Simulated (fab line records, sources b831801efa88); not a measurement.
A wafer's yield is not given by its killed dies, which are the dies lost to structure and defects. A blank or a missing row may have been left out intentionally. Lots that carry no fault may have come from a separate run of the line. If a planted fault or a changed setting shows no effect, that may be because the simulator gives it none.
Matching of chambers || flow gf180mcu || GF_V4_ETCH_16 on rie diel-03 has 3 sister chambers
The step etches BARC in N2/H2. 6 wafers are shown with their chamber, then 5 later ones without.

== WAFERS PAIRED WITH THEIR CHAMBERS ==
{"wafer": "L077.5", "chamber": 3, "drypump motor current A (A)": 5.8, "oes product au (a.u.)": 0.852}
{"wafer": "L081.6", "chamber": 0, "drypump motor current A (A)": 6.3, "oes product au (a.u.)": 0.855}
{"wafer": "L080.5", "chamber": 0, "drypump motor current A (A)": 6.3, "oes product au (a.u.)": 0.852}
{"wafer": "L082.1", "chamber": 3, "drypump motor current A (A)": 5.8, "oes product au (a.u.)": 0.852}
{"wafer": "L082.5", "chamber": 1, "drypump motor current A (A)": 6.0, "oes product au (a.u.)": 0.850}
{"wafer": "L089.1", "chamber": 1, "drypump motor current A (A)": 6.1, "oes product au (a.u.)": 0.854}

== WAFERS MISSING THEIR CHAMBER ==
{"wafer": "L089.3", "drypump motor current A (A)": 5.8, "oes product au (a.u.)": 0.855}
{"wafer": "L094.6", "drypump motor current A (A)": 5.8, "oes product au (a.u.)": 0.842}
{"wafer": "L097.1", "drypump motor current A (A)": 6.4, "oes product au (a.u.)": 0.850}
{"wafer": "L097.5", "drypump motor current A (A)": 6.0, "oes product au (a.u.)": 0.854}
{"wafer": "L097.6", "drypump motor current A (A)": 6.3, "oes product au (a.u.)": 0.845}

== EACH ONE'S CHAMBER ==
{"wafer": "L089.3", "from the rows above": 3, "in truth": 3}
{"wafer": "L094.6", "from the rows above": 3, "in truth": 3}
{"wafer": "L097.1", "from the rows above": 0, "in truth": 0}
{"wafer": "L097.5", "from the rows above": 1, "in truth": 1}
{"wafer": "L097.6", "from the rows above": 0, "in truth": 0}
Correct placement for 5 of the 5. Can't be placed from these rows: 0. Wrongly placed: 0.
How it was worked out, from the rows above alone: a wafer's distance from a chamber is the root of the sum, over the readings, of the square of ((its reading less the chamber's mean) divided by the reading's scatter). The wafer belongs to the nearest chamber; if the next one is less than 2 further off, it can't be placed. A chamber's mean is the mean of its shown wafers. How the scatter is found: for the shown wafers, subtract from each reading the mean of its chamber, square and add these, divide the total by (wafers less chambers), then take the root.
